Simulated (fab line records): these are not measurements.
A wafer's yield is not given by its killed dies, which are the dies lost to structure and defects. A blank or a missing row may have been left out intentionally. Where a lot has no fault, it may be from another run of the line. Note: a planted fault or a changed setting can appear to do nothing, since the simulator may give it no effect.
Which of the tools did it? | flow sky130 | Sampling: 12 lots, 36 wafers, 2 of 708 route steps

## WHAT THE GAUGES SHOWED, per wafer
SKY_CONTACT_BOW_MEAS_05.
lot  | measured     | on            | CONTACT_BOW (um)
L355 | day 31 13:14 | film metro-01 | 87 84 86
L357 | day 31 23:12 | film metro-02 | 73 83 76
L361 | day 33 17:10 | film metro-01 | 83 71 70
L366 | day 34 23:28 | film metro-01 | 86 85 79
L367 | day 35 05:58 | film metro-02 | 86 87 83
L368 | day 35 19:54 | film metro-03 | 83 95 71
L370 | day 36 07:02 | film metro-01 | 92 94 83
L371 | day 37 00:46 | film metro-01 | 80 78 78
L372 | day 37 01:37 | film metro-01 | 81 78 79
L373 | day 37 06:05 | film metro-01 | 77 87 82
L374 | day 37 08:05 | film metro-03 | 88 72 67
L375 | day 38 04:05 | film metro-01 | 75 80 77

## WHAT TOOL EACH LOT RAN ON (gives the tool, then ch and the chambers of the sampled wafers, and finally the start)
lot  | SKY_LOCAL_INTERCONNECT_STRIP_15
L355 | plasma asher-02 ch 0,1, day 31 12:06
L357 | plasma asher-04 ch 0,1, day 31 22:02
L361 | plasma asher-04 ch 0,1, day 33 15:59
L366 | plasma asher-01 ch 0,1, day 34 22:18
L367 | plasma asher-02 ch 0,1, day 35 04:48
L368 | plasma asher-02 ch 0,1, day 35 18:43
L370 | plasma asher-02 ch 0,1, day 36 05:52
L371 | plasma asher-01 ch 0,1, day 36 23:34
L372 | plasma asher-01 ch 0,1, day 37 00:25
L373 | plasma asher-02 ch 0,1, day 37 04:54
L374 | plasma asher-01 ch 0,1, day 37 06:58
L375 | plasma asher-04 ch 0,1, day 38 02:58
- SKY_LOCAL_INTERCONNECT_STRIP_15: strips in O2/N2.

## WHAT THE TOOLS THEMSELVES READ (means of the sampled wafers that have a number; where no wafer has one, the mark that the record gives instead)
SKY_LOCAL_INTERCONNECT_STRIP_15.
lot  | tool            | drypump motor current A (A) | oes product au (a.u.) | strip time to endpoint s (s)
L355 | plasma asher-02 | 6.4                         | 0.423                 | 4.708
L357 | plasma asher-04 | 5.4                         | 0.427                 | 4.713
L361 | plasma asher-04 | 5.4                         | 0.422                 | 4.697
L366 | plasma asher-01 | 5.8                         | 0.430                 | 4.784
L367 | plasma asher-02 | 6.4                         | 0.423                 | 4.740
L368 | plasma asher-02 | 6.4                         | 0.431                 | 4.718
L370 | plasma asher-02 | 6.5                         | 0.426                 | 4.708
L371 | plasma asher-01 | 5.8                         | 0.431                 | 4.733
L372 | plasma asher-01 | 6.0                         | 0.423                 | 4.703
L373 | plasma asher-02 | 6.4                         | 0.425                 | 4.738
L374 | plasma asher-01 | 5.8                         | 0.427                 | 4.730
L375 | plasma asher-04 | 5.5                         | 0.432                 | 4.753

## THE ANSWER, worked out from the rows above alone
Rule: usual is defined by the lots themselves. The widest of any qualifying gaps counts: lots, ordered by their means at a reading, are off when they make up no more than a third of the lots, leave a main group of 4 or more, and stand apart from it by 3 or more times the standard deviation of that group's means. Not used: any main group whose means are identical at the precision the tables above print for the reading. Also off: a lot with no number at a reading for which 4 or more lots have one. All remaining lots with rows at the step are treated as sound. After the gauges, taken in route order, come the tools' own readings; for these a lot's mean is taken, as printed above. The first step at which some lot is off is used, and at that step the reading that is off furthest; a lot without a number counts as furthest.
Across all readings shown, no lot is off: no conclusion can be drawn from this.

## WHAT WAS PUT IN BY THE SIMULATOR
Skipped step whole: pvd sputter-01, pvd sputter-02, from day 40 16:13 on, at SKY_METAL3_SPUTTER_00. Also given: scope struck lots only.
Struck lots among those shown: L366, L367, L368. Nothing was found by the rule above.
